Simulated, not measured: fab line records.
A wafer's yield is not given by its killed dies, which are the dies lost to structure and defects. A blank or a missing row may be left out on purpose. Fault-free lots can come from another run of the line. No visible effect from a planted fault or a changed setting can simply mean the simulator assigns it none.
fab line records || flow sky130
record {"lots": 5, "wafers": 15, "lastDay": 50}
route steps=708 shown LDD_N@247 LDD_P@255 PAD_OPEN@708
lots untouched by any fault: they come from a run of this same line in which no faults occurred
startH: start of the lot's first displayed wafer, in hours after the record's first day || waitH: how many hours have passed since the lot's step before this one || " as in the row above || L1.1+2: a single row standing in for several wafers || - no value, or no start given || * or withheld: withheld || < > ~ a bound
route shown NAME@n: names a module that has steps shown in the file, with the first one's number in the route || usual: mean and standard deviation over wafers with no fault || same: alike in all rows || chamber/n: place in a boat || sites: readings site by site || _std_site: how widely they spread, as a standard deviation || _edge_site: inner sites' mean taken away from outer sites' mean || radiusMm: how far each site lies from the wafer's centre || mask NAME#n: copy n || behind: the last tool/chamber to shape the wafer || hold: reason for holding the lot/hours on hold/outcome of the hold || device: names the non-switching transistor (n, p or np) || end of line: at the end of the route, the tests of the same wafers || where a step has no rows: the recipe by itself || killed: not the wafer's yield, but the dies lost to structure and defects at the first sort || map: dies across one wafer; x = killed, . = not, _ = none there
set.NAME: the setting as run; set.NAME@STEP: as run at that earlier step || model.NAME: the simulator's own value behind a step, which no gauge read
a table for each step, a row for each wafer; lots at some steps of the route
services: a tool's chamber out of use, with start hour (startH, from the record's first day; less than 0 if before it), hours out, and reason
## steps
# step SKY_LDD_N_IMPLANT_10
# recipe {"species": "As", "energyKev": 20, "doseCm2": 7.5e+13, "tiltDeg": "withheld", "rotationDeg": 203}
# step SKY_LDD_N_IMPLANT_11
# recipe {"species": "As", "energyKev": 20, "doseCm2": 7.5e+13, "tiltDeg": "withheld", "rotationDeg": 293}
# step SKY_LDD_N_IMPLANT_12
# recipe {"species": "BF2", "energyKev": 50, "doseCm2": 5e+12, "tiltDeg": 30, "rotationDeg": 0}
# step SKY_LDD_N_IMPLANT_13
# recipe {"species": "BF2", "energyKev": 50, "doseCm2": 5e+12, "tiltDeg": 30, "rotationDeg": 90}
# step SKY_LDD_N_IMPLANT_14
# recipe {"species": "BF2", "energyKev": 49.63, "doseCm2": 5e+12, "tiltDeg": 30, "rotationDeg": 180}
# step SKY_LDD_N_IMPLANT_15
# recipe {"species": "BF2", "energyKev": 50, "doseCm2": 5e+12, "tiltDeg": 30, "rotationDeg": 270}
# step SKY_LDD_N_STRIP_16
# recipe {"chemistry": "O2/N2", "powerW": 1400, "pressureMtorr": 1500, "platenTempC": "withheld", "o2FlowSccm": 3000, "n2FlowSccm": 300, "overashFraction": 0.5}
# usual {"drypumpMotorCurrentA": "5.64/0.23", "o2FlowSccm": "2999/8.2", "oesProductAu": "0.407/0.0043", "stripTimeToEndpointS": "4.314/0.014"}
{"lot.wafer": "L705.1", "tool": "plasmaAsher-01", "chamber": 0, "startH": 429.72, "waitH": 0.1, "drypumpMotorCurrentA": 5.60, "o2FlowSccm": 2991, "oesProductAu": 0.407, "rfHoursCounterH": 32, "stripTimeToEndpointS": 4.308}
{"lot.wafer": "L705.4", "tool": "plasmaAsher-01", "chamber": 1, "startH": 429.72, "waitH": 0.1, "drypumpMotorCurrentA": 5.47, "o2FlowSccm": 2994, "oesProductAu": 0.411, "rfHoursCounterH": "-", "stripTimeToEndpointS": 4.344}
{"lot.wafer": "L705.6", "tool": "plasmaAsher-01", "chamber": 1, "startH": 429.72, "waitH": 0.1, "drypumpMotorCurrentA": 5.48, "o2FlowSccm": 3004, "oesProductAu": 0.401, "rfHoursCounterH": "-", "stripTimeToEndpointS": 4.294}
{"lot.wafer": "L708.2", "tool": "plasmaAsher-03", "chamber": 0, "startH": 451.12, "waitH": 0.1, "drypumpMotorCurrentA": 5.28, "o2FlowSccm": 3013, "oesProductAu": 0.411, "rfHoursCounterH": 61, "stripTimeToEndpointS": 4.316}
{"lot.wafer": "L708.4", "tool": "plasmaAsher-03", "chamber": 0, "startH": 451.12, "waitH": 0.1, "drypumpMotorCurrentA": 5.27, "o2FlowSccm": 3023, "oesProductAu": 0.403, "rfHoursCounterH": "-", "stripTimeToEndpointS": 4.342}
{"lot.wafer": "L708.6", "tool": "plasmaAsher-03", "chamber": 1, "startH": 451.12, "waitH": 0.1, "drypumpMotorCurrentA": 5.73, "o2FlowSccm": 2997, "oesProductAu": 0.410, "rfHoursCounterH": "-", "stripTimeToEndpointS": 4.349}
{"lot.wafer": "L716.3", "tool": "plasmaAsher-03", "chamber": 0, "startH": 520.64, "waitH": 0.1, "drypumpMotorCurrentA": 5.25, "o2FlowSccm": 2986, "oesProductAu": 0.408, "rfHoursCounterH": "-", "stripTimeToEndpointS": 4.298}
{"lot.wafer": "L716.5", "tool": "plasmaAsher-03", "chamber": 0, "startH": 520.64, "waitH": 0.1, "drypumpMotorCurrentA": 5.26, "o2FlowSccm": 2996, "oesProductAu": 0.410, "rfHoursCounterH": "-", "stripTimeToEndpointS": 4.311}
{"lot.wafer": "L716.6", "tool": "plasmaAsher-03", "chamber": 1, "startH": 520.64, "waitH": 0.1, "drypumpMotorCurrentA": 5.78, "o2FlowSccm": 2994, "oesProductAu": 0.410, "rfHoursCounterH": "-", "stripTimeToEndpointS": 4.319}
{"lot.wafer": "L719.3", "tool": "plasmaAsher-01", "chamber": 0, "startH": 557.44, "waitH": 0.1, "drypumpMotorCurrentA": 5.56, "o2FlowSccm": 2994, "oesProductAu": 0.413, "rfHoursCounterH": "-", "stripTimeToEndpointS": 4.334}
{"lot.wafer": "L719.4", "tool": "plasmaAsher-01", "chamber": 1, "startH": 557.44, "waitH": 0.1, "drypumpMotorCurrentA": 5.44, "o2FlowSccm": 2999, "oesProductAu": 0.408, "rfHoursCounterH": "-", "stripTimeToEndpointS": 4.315}
{"lot.wafer": "L719.6", "tool": "plasmaAsher-01", "chamber": 1, "startH": 557.44, "waitH": 0.1, "drypumpMotorCurrentA": 5.46, "o2FlowSccm": 2990, "oesProductAu": 0.403, "rfHoursCounterH": "-", "stripTimeToEndpointS": 4.325}
{"lot.wafer": "L726.1", "tool": "plasmaAsher-04", "chamber": 0, "startH": 604.10, "waitH": 0.1, "drypumpMotorCurrentA": 5.64, "o2FlowSccm": 2990, "oesProductAu": 0.406, "rfHoursCounterH": 17, "stripTimeToEndpointS": 4.324}
{"lot.wafer": "L726.3", "tool": "plasmaAsher-04", "chamber": 0, "startH": 604.10, "waitH": 0.1, "drypumpMotorCurrentA": 5.65, "o2FlowSccm": 2988, "oesProductAu": 0.406, "rfHoursCounterH": "-", "stripTimeToEndpointS": 4.327}
{"lot.wafer": "L726.6", "tool": "plasmaAsher-04", "chamber": 0, "startH": 604.10, "waitH": 0.1, "drypumpMotorCurrentA": 5.66, "o2FlowSccm": 2996, "oesProductAu": 0.409, "rfHoursCounterH": "-", "stripTimeToEndpointS": 4.334}
# step SKY_LDD_N_TW_MEAS_17
# usual {"LDD_N_TW": "2559/18"}
{"lot.wafer": "L705.1", "tool": "filmMetro-04", "chamber": "-", "startH": 429.82, "waitH": 0.1, "LDD_N_TW": 2538}
{"lot.wafer": "L705.4", "tool": "filmMetro-04", "chamber": "-", "startH": 429.82, "waitH": 0.1, "LDD_N_TW": 2555}
{"lot.wafer": "L705.6", "tool": "filmMetro-04", "chamber": "-", "startH": 429.82, "waitH": 0.1, "LDD_N_TW": 2540}
{"lot.wafer": "L708.2", "tool": "filmMetro-02", "chamber": "-", "startH": 451.23, "waitH": 0.1, "LDD_N_TW": 2542}
{"lot.wafer": "L708.4", "tool": "filmMetro-02", "chamber": "-", "startH": 451.23, "waitH": 0.1, "LDD_N_TW": 2542}
{"lot.wafer": "L708.6", "tool": "filmMetro-02", "chamber": "-", "startH": 451.23, "waitH": 0.1, "LDD_N_TW": 2552}
{"lot.wafer": "L716.3", "tool": "filmMetro-02", "chamber": "-", "startH": 520.72, "waitH": 0.1, "LDD_N_TW": 2551}
{"lot.wafer": "L716.5", "tool": "filmMetro-02", "chamber": "-", "startH": 520.72, "waitH": 0.1, "LDD_N_TW": 2572}
{"lot.wafer": "L716.6", "tool": "filmMetro-02", "chamber": "-", "startH": 520.72, "waitH": 0.1, "LDD_N_TW": 2563}
{"lot.wafer": "L719.3", "tool": "filmMetro-04", "chamber": "-", "startH": 557.52, "waitH": 0.1, "LDD_N_TW": 2539}
{"lot.wafer": "L719.4", "tool": "filmMetro-04", "chamber": "-", "startH": 557.52, "waitH": 0.1, "LDD_N_TW": 2547}
{"lot.wafer": "L719.6", "tool": "filmMetro-04", "chamber": "-", "startH": 557.52, "waitH": 0.1, "LDD_N_TW": 2541}
{"lot.wafer": "L726.1", "tool": "filmMetro-04", "chamber": "-", "startH": 604.20, "waitH": 0.1, "LDD_N_TW": 2561}
{"lot.wafer": "L726.3", "tool": "filmMetro-04", "chamber": "-", "startH": 604.20, "waitH": 0.1, "LDD_N_TW": 2553}
{"lot.wafer": "L726.6", "tool": "filmMetro-04", "chamber": "-", "startH": 604.20, "waitH": 0.1, "LDD_N_TW": 2562}
# step SKY_LDD_P_DEHYDRATE_00
# recipe {"tempC": 200, "timeS": 60}
# step SKY_LDD_P_HMDS_01
# recipe {"primeTimeS": 60, "primeTempC": 120}
# step SKY_LDD_P_COAT_02
# recipe {"resist": "NOVOLAK", "spinRpm": 3000, "resistThkNm": 1140}
# step SKY_LDD_P_SOFTBAKE_03
# recipe {"tempC": 90, "timeS": 60, "resist": "NOVOLAK"}
# step SKY_LDD_P_EXPOSE_04
# recipe {"maskId": "PSDM", "na": 0.6, "sourceShape": "conventional", "sigmaOuter": 0.6, "polarization": "unpolarized", "targetCdNm": 380, "doseMj": 138}
{"lot.wafer": "L705.1+4+6", "tool": "ilineStepper-02", "chamber": 0, "startH": 446.05, "waitH": "-", "mask": "PSDM#0", "model.LDD_P.overlayXNm": -0.2047}
{"lot.wafer": "L708.2+4+6", "tool": "ilineStepper-02", "chamber": 0, "startH": 466.67, "waitH": "-", "mask": "PSDM#0", "model.LDD_P.overlayXNm": 0.3965}
{"lot.wafer": "L716.3+5+6", "tool": "ilineStepper-01", "chamber": 0, "startH": 536.26, "waitH": "-", "mask": "PSDM#0", "model.LDD_P.overlayXNm": 3.108}
{"lot.wafer": "L719.3+4+6", "tool": "ilineStepper-02", "chamber": 0, "startH": 573.02, "waitH": "-", "mask": "PSDM#0", "model.LDD_P.overlayXNm": -0.2829}
{"lot.wafer": "L726.1+3+6", "tool": "ilineStepper-02", "chamber": 0, "startH": 618.93, "waitH": "-", "mask": "PSDM#0", "model.LDD_P.overlayXNm": -0.514}
# step SKY_LDD_P_PEB_05
# recipe {"tempC": "withheld", "timeS": "*", "resist": "NOVOLAK"}
# step SKY_LDD_P_DEVELOP_06
# recipe {"resist": "NOVOLAK", "developer": "TMAH", "developTimeS": 60, "devTempC": 23}
# step SKY_LDD_P_CD_MEAS_07
# recipe {"targetCdNm": 380}
# usual {"cdNm": "380.2/2.4"}
{"lot.wafer": "L705.1", "tool": "cdSem-01", "chamber": "-", "startH": 461.31, "waitH": 0.1, "cdNm": 385.1}
{"lot.wafer": "L705.4", "tool": "cdSem-01", "chamber": "-", "startH": 461.31, "waitH": 0.1, "cdNm": 383.9}
{"lot.wafer": "L705.6", "tool": "cdSem-01", "chamber": "-", "startH": 461.31, "waitH": 0.1, "cdNm": 382.7}
{"lot.wafer": "L708.2", "tool": "cdSem-02", "chamber": "-", "startH": 481.09, "waitH": 0.1, "cdNm": 379.6}
{"lot.wafer": "L708.4", "tool": "cdSem-02", "chamber": "-", "startH": 481.09, "waitH": 0.1, "cdNm": 378.8}
{"lot.wafer": "L708.6", "tool": "cdSem-02", "chamber": "-", "startH": 481.09, "waitH": 0.1, "cdNm": 379.0}
{"lot.wafer": "L716.3", "tool": "cdSem-02", "chamber": "-", "startH": 551.10, "waitH": 0.1, "cdNm": 381.8}
{"lot.wafer": "L716.5", "tool": "cdSem-02", "chamber": "-", "startH": 551.10, "waitH": 0.1, "cdNm": 379.9}
{"lot.wafer": "L716.6", "tool": "cdSem-02", "chamber": "-", "startH": 551.10, "waitH": 0.1, "cdNm": 381.6}
{"lot.wafer": "L719.3", "tool": "cdSem-01", "chamber": "-", "startH": 588.02, "waitH": 0.1, "cdNm": 379.1}
{"lot.wafer": "L719.4", "tool": "cdSem-01", "chamber": "-", "startH": 588.02, "waitH": 0.1, "cdNm": 377.3}
{"lot.wafer": "L719.6", "tool": "cdSem-01", "chamber": "-", "startH": 588.02, "waitH": 0.1, "cdNm": 380.8}
{"lot.wafer": "L726.1", "tool": "cdSem-01", "chamber": "-", "startH": 633.02, "waitH": 0.1, "cdNm": 379.3}
{"lot.wafer": "L726.3", "tool": "cdSem-01", "chamber": "-", "startH": 633.02, "waitH": 0.1, "cdNm": 380.5}
{"lot.wafer": "L726.6", "tool": "cdSem-01", "chamber": "-", "startH": 633.02, "waitH": 0.1, "cdNm": 380.9}
# step SKY_LDD_P_OVL_MEAS_08
# usual {"LDD_P_OVL": "0.0/1.2"}
{"lot.wafer": "L705.1", "tool": "overlay-02", "chamber": "-", "startH": 461.43, "waitH": 0.1, "hold": "-", "LDD_P_OVL[nm]": -0.5}
{"lot.wafer": "L705.4", "tool": "overlay-02", "chamber": "-", "startH": 461.43, "waitH": 0.1, "hold": "-", "LDD_P_OVL[nm]": 1.1}
{"lot.wafer": "L705.6", "tool": "overlay-02", "chamber": "-", "startH": 461.43, "waitH": 0.1, "hold": "-", "LDD_P_OVL[nm]": -0.9}
{"lot.wafer": "L708.2", "tool": "overlay-02", "chamber": "-", "startH": 481.19, "waitH": 0.1, "hold": "-", "LDD_P_OVL[nm]": -0.7}
{"lot.wafer": "L708.4", "tool": "overlay-02", "chamber": "-", "startH": 481.19, "waitH": 0.1, "hold": "-", "LDD_P_OVL[nm]": -1.5}
{"lot.wafer": "L708.6", "tool": "overlay-02", "chamber": "-", "startH": 481.19, "waitH": 0.1, "hold": "-", "LDD_P_OVL[nm]": 0.0}
{"lot.wafer": "L716.3", "tool": "overlay-01", "chamber": "-", "startH": 551.19, "waitH": 0.1, "hold": "awaitDispo/0.2h/release", "LDD_P_OVL[nm]": 5.0}
{"lot.wafer": "L716.5", "tool": "overlay-01", "chamber": "-", "startH": 551.19, "waitH": 0.1, "hold": "awaitDispo/0.2h/release", "LDD_P_OVL[nm]": 3.8}
{"lot.wafer": "L716.6", "tool": "overlay-01", "chamber": "-", "startH": 551.19, "waitH": 0.1, "hold": "awaitDispo/0.2h/release", "LDD_P_OVL[nm]": 4.9}
{"lot.wafer": "L716.3", "tool": "overlay-01", "chamber": "-", "startH": 551.39, "waitH": 0.2, "hold": "-", "LDD_P_OVL[nm]": 5.6}
{"lot.wafer": "L716.5", "tool": "overlay-01", "chamber": "-", "startH": 551.39, "waitH": 0.2, "hold": "-", "LDD_P_OVL[nm]": 4.4}
{"lot.wafer": "L716.6", "tool": "overlay-01", "chamber": "-", "startH": 551.39, "waitH": 0.2, "hold": "-", "LDD_P_OVL[nm]": 5.6}
{"lot.wafer": "L719.3", "tool": "overlay-01", "chamber": "-", "startH": 588.11, "waitH": 0.1, "hold": "-", "LDD_P_OVL[nm]": -1.7}
{"lot.wafer": "L719.4", "tool": "overlay-01", "chamber": "-", "startH": 588.11, "waitH": 0.1, "hold": "-", "LDD_P_OVL[nm]": 0.5}
{"lot.wafer": "L719.6", "tool": "overlay-01", "chamber": "-", "startH": 588.11, "waitH": 0.1, "hold": "-", "LDD_P_OVL[nm]": -1.8}
{"lot.wafer": "L726.1", "tool": "overlay-01", "chamber": "-", "startH": 633.14, "waitH": 0.1, "hold": "-", "LDD_P_OVL[nm]": -1.4}
{"lot.wafer": "L726.3", "tool": "overlay-01", "chamber": "-", "startH": 633.14, "waitH": 0.1, "hold": "-", "LDD_P_OVL[nm]": 0.6}
{"lot.wafer": "L726.6", "tool": "overlay-01", "chamber": "-", "startH": 633.14, "waitH": 0.1, "hold": "-", "LDD_P_OVL[nm]": -1.1}
# step SKY_PAD_OPEN_PROBE_99
# usual {"killed_at_M0_to_M3": "42/7.5", "killed_at_M4_up": "3.2/1.7", "killedAtContacts": "24/5.1", "killedAtFrontEnd": "15/4.1", "killedAtOther": "0.3/0.58", "killedDies": "85/8.9", "killedOnRim": "17/3.9", "killedOpen": "46/6.4", "killedShort": "39/6"}
# same {"grossDies": 492, "killedAtBackSide": 0}
{"lot.wafer": "L705.1", "tool": "prober-01", "chamber": "-", "startH": 1094.35, "waitH": 0.1, "killed_at_M0_to_M3": 38, "killed_at_M4_up": 5, "killedAtContacts": 22, "killedAtFrontEnd": 15, "killedAtOther": 0, "killedDies": 80, "killedOnRim": 21, "killedOpen": 47, "killedShort": 33}
{"lot.wafer": "L705.4", "tool": "prober-01", "chamber": "-", "startH": 1094.50, "waitH": 0.2, "killed_at_M0_to_M3": 49, "killed_at_M4_up": 1, "killedAtContacts": 23, "killedAtFrontEnd": 16, "killedAtOther": 0, "killedDies": 89, "killedOnRim": 16, "killedOpen": 45, "killedShort": 43}
{"lot.wafer": "L705.6", "tool": "prober-01", "chamber": "-", "startH": 1094.60, "waitH": 0.2, "killed_at_M0_to_M3": 56, "killed_at_M4_up": 4, "killedAtContacts": 19, "killedAtFrontEnd": 16, "killedAtOther": 0, "killedDies": 95, "killedOnRim": 20, "killedOpen": 58, "killedShort": 37}
{"lot.wafer": "L708.2", "tool": "prober-02", "chamber": "-", "startH": 1110.29, "waitH": 0.1, "killed_at_M0_to_M3": 51, "killed_at_M4_up": 4, "killedAtContacts": 23, "killedAtFrontEnd": 23, "killedAtOther": 0, "killedDies": 101, "killedOnRim": 21, "killedOpen": 53, "killedShort": 46}
{"lot.wafer": "L708.4", "tool": "prober-02", "chamber": "-", "startH": 1110.39, "waitH": 0.2, "killed_at_M0_to_M3": 41, "killed_at_M4_up": 4, "killedAtContacts": 19, "killedAtFrontEnd": 22, "killedAtOther": 0, "killedDies": 86, "killedOnRim": 19, "killedOpen": 41, "killedShort": 44}
{"lot.wafer": "L708.6", "tool": "prober-02", "chamber": "-", "startH": 1110.49, "waitH": 0.2, "killed_at_M0_to_M3": 41, "killed_at_M4_up": 7, "killedAtContacts": 28, "killedAtFrontEnd": 23, "killedAtOther": 0, "killedDies": 99, "killedOnRim": 21, "killedOpen": 44, "killedShort": 52}
{"lot.wafer": "L716.3", "tool": "prober-02", "chamber": "-", "startH": 1154.11, "waitH": 0.2, "killed_at_M0_to_M3": 56, "killed_at_M4_up": 4, "killedAtContacts": 16, "killedAtFrontEnd": 12, "killedAtOther": 1, "killedDies": 89, "killedOnRim": 17, "killedOpen": 54, "killedShort": 35}
{"lot.wafer": "L716.5", "tool": "prober-02", "chamber": "-", "startH": 1154.21, "waitH": 0.2, "killed_at_M0_to_M3": 47, "killed_at_M4_up": 8, "killedAtContacts": 22, "killedAtFrontEnd": 13, "killedAtOther": 1, "killedDies": 91, "killedOnRim": 22, "killedOpen": 51, "killedShort": 39}
{"lot.wafer": "L716.6", "tool": "prober-02", "chamber": "-", "startH": 1154.26, "waitH": 0.2, "killed_at_M0_to_M3": 45, "killed_at_M4_up": 3, "killedAtContacts": 20, "killedAtFrontEnd": 13, "killedAtOther": 0, "killedDies": 81, "killedOnRim": 13, "killedOpen": 51, "killedShort": 30}
{"lot.wafer": "L719.3", "tool": "prober-02", "chamber": "-", "startH": 1177.09, "waitH": 0.2, "killed_at_M0_to_M3": 36, "killed_at_M4_up": 2, "killedAtContacts": 16, "killedAtFrontEnd": 17, "killedAtOther": 1, "killedDies": 72, "killedOnRim": 13, "killedOpen": 38, "killedShort": 33}
{"lot.wafer": "L719.4", "tool": "prober-02", "chamber": "-", "startH": 1177.14, "waitH": 0.2, "killed_at_M0_to_M3": 41, "killed_at_M4_up": 3, "killedAtContacts": 26, "killedAtFrontEnd": 14, "killedAtOther": 0, "killedDies": 84, "killedOnRim": 14, "killedOpen": 45, "killedShort": 39}
{"lot.wafer": "L719.6", "tool": "prober-02", "chamber": "-", "startH": 1177.24, "waitH": 0.2, "killed_at_M0_to_M3": 32, "killed_at_M4_up": 1, "killedAtContacts": 26, "killedAtFrontEnd": 19, "killedAtOther": 0, "killedDies": 78, "killedOnRim": 15, "killedOpen": 39, "killedShort": 39}
{"lot.wafer": "L726.1", "tool": "prober-02", "chamber": "-", "startH": 1198.44, "waitH": 0.1, "killed_at_M0_to_M3": 42, "killed_at_M4_up": 3, "killedAtContacts": 28, "killedAtFrontEnd": 9, "killedAtOther": 0, "killedDies": 82, "killedOnRim": 17, "killedOpen": 49, "killedShort": 33}
{"lot.wafer": "L726.3", "tool": "prober-02", "chamber": "-", "startH": 1198.54, "waitH": 0.2, "killed_at_M0_to_M3": 51, "killed_at_M4_up": 3, "killedAtContacts": 15, "killedAtFrontEnd": 13, "killedAtOther": 0, "killedDies": 82, "killedOnRim": 18, "killedOpen": 48, "killedShort": 34}
{"lot.wafer": "L726.6", "tool": "prober-02", "chamber": "-", "startH": 1198.69, "waitH": 0.2, "killed_at_M0_to_M3": 40, "killed_at_M4_up": 4, "killedAtContacts": 23, "killedAtFrontEnd": 26, "killedAtOther": 0, "killedDies": 93, "killedOnRim": 14, "killedOpen": 48, "killedShort": 45}
# killed by level:class
L705.1 CONTACT:geometricParticle:open=12 METAL1:geometricParticle:short=8 VIA1:geometricParticle:open=7 FIELD_ISO:geometricParticle:open=6 VIA1:geometricParticle:short=5 VIA3:geometricParticle:open=5 LI_CONTACT:geometricParticle:open=4 POLY_GATE:geometricParticle:short=3
L705.4 VIA1:geometricParticle:open=15 VIA1:geometricParticle:short=10 METAL1:geometricParticle:short=8 CONTACT:geometricParticle:open=7 LI_CONTACT:geometricParticle:open=7 VIA2:geometricParticle:open=5 FIELD_ISO:geometricParticle:short=4 POLY_GATE:geometricParticle:short=4
L705.6 VIA1:geometricParticle:open=18 VIA3:geometricParticle:open=8 CONTACT:geometricParticle:open=7 VIA2:geometricParticle:open=7 METAL2:geometricParticle:short=6 CONTACT:geometricParticle:short=5 METAL1:geometricParticle:short=5 FIELD_ISO:geometricParticle:short=4
L708.2 VIA1:geometricParticle:open=10 FIELD_ISO:geometricParticle:open=9 VIA3:geometricParticle:open=9 LI_CONTACT:geometricParticle:open=7 CONTACT:geometricParticle:open=7 FIELD_ISO:geometricParticle:short=6 METAL1:geometricParticle:short=6 VIA1:geometricParticle:short=5
L708.4 POLY_GATE:geometricParticle:short=7 METAL1:geometricParticle:short=7 CONTACT:geometricParticle:open=6 VIA1:geometricParticle:open=6 VIA3:geometricParticle:open=6 METAL2:geometricParticle:short=5 VIA2:geometricParticle:open=5 FIELD_ISO:geometricParticle:short=4
L708.6 CONTACT:geometricParticle:open=13 METAL2:geometricParticle:short=8 VIA3:geometricParticle:open=8 METAL1:geometricParticle:short=7 FIELD_ISO:geometricParticle:open=6 FIELD_ISO:geometricParticle:short=6 LOCAL_INTERCONNECT:geometricParticle:short=5 VIA1:geometricParticle:short=5
L716.3 VIA3:geometricParticle:open=12 VIA2:geometricParticle:open=10 VIA1:geometricParticle:open=8 CONTACT:geometricParticle:open=8 VIA1:geometricParticle:short=7 METAL2:geometricParticle:short=7 METAL1:geometricParticle:short=5 FIELD_ISO:geometricParticle:short=3
L716.5 VIA1:geometricParticle:open=13 CONTACT:geometricParticle:open=8 VIA2:geometricParticle:open=8 METAL2:geometricParticle:short=7 LI_CONTACT:geometricParticle:open=6 METAL1:geometricParticle:short=5 VIA1:geometricParticle:short=5 FIELD_ISO:geometricParticle:short=4
L716.6 VIA1:geometricParticle:open=16 CONTACT:geometricParticle:open=8 VIA3:geometricParticle:open=6 VIA2:geometricParticle:open=5 FIELD_ISO:geometricParticle:open=4 LI_CONTACT:geometricParticle:short=4 METAL2:geometricParticle:short=4 POLY_GATE:geometricParticle:short=3
L719.3 VIA1:geometricParticle:open=9 VIA3:geometricParticle:open=7 POLY_GATE:geometricParticle:open=6 CONTACT:geometricParticle:short=6 FIELD_ISO:geometricParticle:short=4 LI_CONTACT:geometricParticle:open=4 VIA2:geometricParticle:open=4 VIA3:geometricParticle:short=4
L719.4 VIA3:geometricParticle:open=8 CONTACT:geometricParticle:open=8 VIA1:geometricParticle:open=8 VIA2:geometricParticle:open=8 METAL2:geometricParticle:short=7 FIELD_ISO:geometricParticle:short=5 LI_CONTACT:geometricParticle:open=5 CONTACT:geometricParticle:short=5
L719.6 POLY_GATE:geometricParticle:open=12 CONTACT:geometricParticle:short=9 METAL1:geometricParticle:short=8 CONTACT:geometricParticle:open=7 LI_CONTACT:geometricParticle:open=5 METAL2:geometricParticle:short=5 VIA2:geometricParticle:open=5 FIELD_ISO:geometricParticle:short=4
L726.1 VIA1:geometricParticle:open=12 CONTACT:geometricParticle:open=9 LI_CONTACT:geometricParticle:open=7 VIA3:geometricParticle:open=7 LOCAL_INTERCONNECT:geometricParticle:short=6 METAL2:geometricParticle:short=5 VIA2:geometricParticle:open=5 POLY_GATE:geometricParticle:open=3
L726.3 VIA1:geometricParticle:open=12 VIA2:geometricParticle:open=12 VIA3:geometricParticle:open=9 VIA1:geometricParticle:short=5 CONTACT:geometricParticle:open=4 CONTACT:geometricParticle:short=4 METAL2:geometricParticle:short=4 FIELD_ISO:geometricParticle:short=3
L726.6 CONTACT:geometricParticle:open=13 FIELD_ISO:geometricParticle:open=9 METAL2:geometricParticle:short=8 POLY_GATE:geometricParticle:open=6 VIA1:geometricParticle:open=6 VIA2:geometricParticle:short=6 VIA3:geometricParticle:open=6 POLY_GATE:geometricParticle:short=4
## services
{"tool": "ilineStepper-02", "chamber": "-", "startH": 409.68, "hours": 2.7, "kind": "repair"}
{"tool": "plasmaAsher-04", "chamber": "-", "startH": 421.25, "hours": 9.0, "kind": "pm"}
{"tool": "plasmaAsher-04", "chamber": 0, "startH": 421.25, "hours": 9.0, "kind": "ventCycle"}
{"tool": "plasmaAsher-04", "chamber": 1, "startH": 421.25, "hours": 9.0, "kind": "ventCycle"}
{"tool": "ilineStepper-01", "chamber": "-", "startH": 422.34, "hours": 2.0, "kind": "repair"}
{"tool": "plasmaAsher-04", "chamber": 0, "startH": 430.25, "hours": "-", "kind": "clean"}
{"tool": "plasmaAsher-04", "chamber": 1, "startH": 430.25, "hours": "-", "kind": "clean"}
{"tool": "plasmaAsher-04", "chamber": "-", "startH": 432.81, "hours": 1.9, "kind": "repair"}
{"tool": "plasmaAsher-03", "chamber": "-", "startH": 447.78, "hours": 2.5, "kind": "repair"}
{"tool": "ilineStepper-01", "chamber": "-", "startH": 448.95, "hours": 22.1, "kind": "repair"}
{"tool": "ilineStepper-02", "chamber": 0, "startH": 460.22, "hours": "-", "kind": "calibration"}
{"tool": "ilineStepper-01", "chamber": "-", "startH": 471.06, "hours": 8.9, "kind": "pm"}
{"tool": "ilineStepper-02", "chamber": "-", "startH": 562.55, "hours": 3.8, "kind": "repair"}
{"tool": "ilineStepper-02", "chamber": "-", "startH": 582.53, "hours": 1.7, "kind": "pm"}
{"tool": "ilineStepper-01", "chamber": "-", "startH": 586.20, "hours": 1.7, "kind": "pm"}
{"tool": "ilineStepper-02", "chamber": "-", "startH": 587.97, "hours": 2.1, "kind": "pm"}
{"tool": "ilineStepper-02", "chamber": "-", "startH": 590.05, "hours": "-", "kind": "consumableReplace:lamp"}
{"tool": "ilineStepper-02", "chamber": "-", "startH": 590.05, "hours": 4.4, "kind": "pm"}
{"tool": "ilineStepper-01", "chamber": 0, "startH": 616.20, "hours": "-", "kind": "calibration"}
## key
firstSign {"step": "SKY_LDD_P_OVL_MEAS_08", "reading": "visit", "direction": "added"}
effect none on later readings
modelEffect {"step": "SKY_LDD_P_EXPOSE_04", "value": "LDD_P.overlayXNm", "without": 1.092, "struck": 3.108}
metAt SKY_LDD_P_EXPOSE_04
struckWafers L716.3,L716.5,L716.6
testerLeftOut L716
alsoFits SKY_LDD_N_STRIP_16:plasmaAsher-03
fault {"kind": "scannerMatchingOverlay", "tool": "ilineStepper-01", "chamber": "-", "onsetH": 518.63, "steps": "SKY_LDD_P_EXPOSE_04", "offset": 2.0162}
# testerLeftOut: of these lots the tester's yield and bins aren't shown, on N5 and GAA mostly nor the transistor test; their killed dies are dies lost to structure and defects alone, not to doping, threshold or leakage, so they don't give the yield
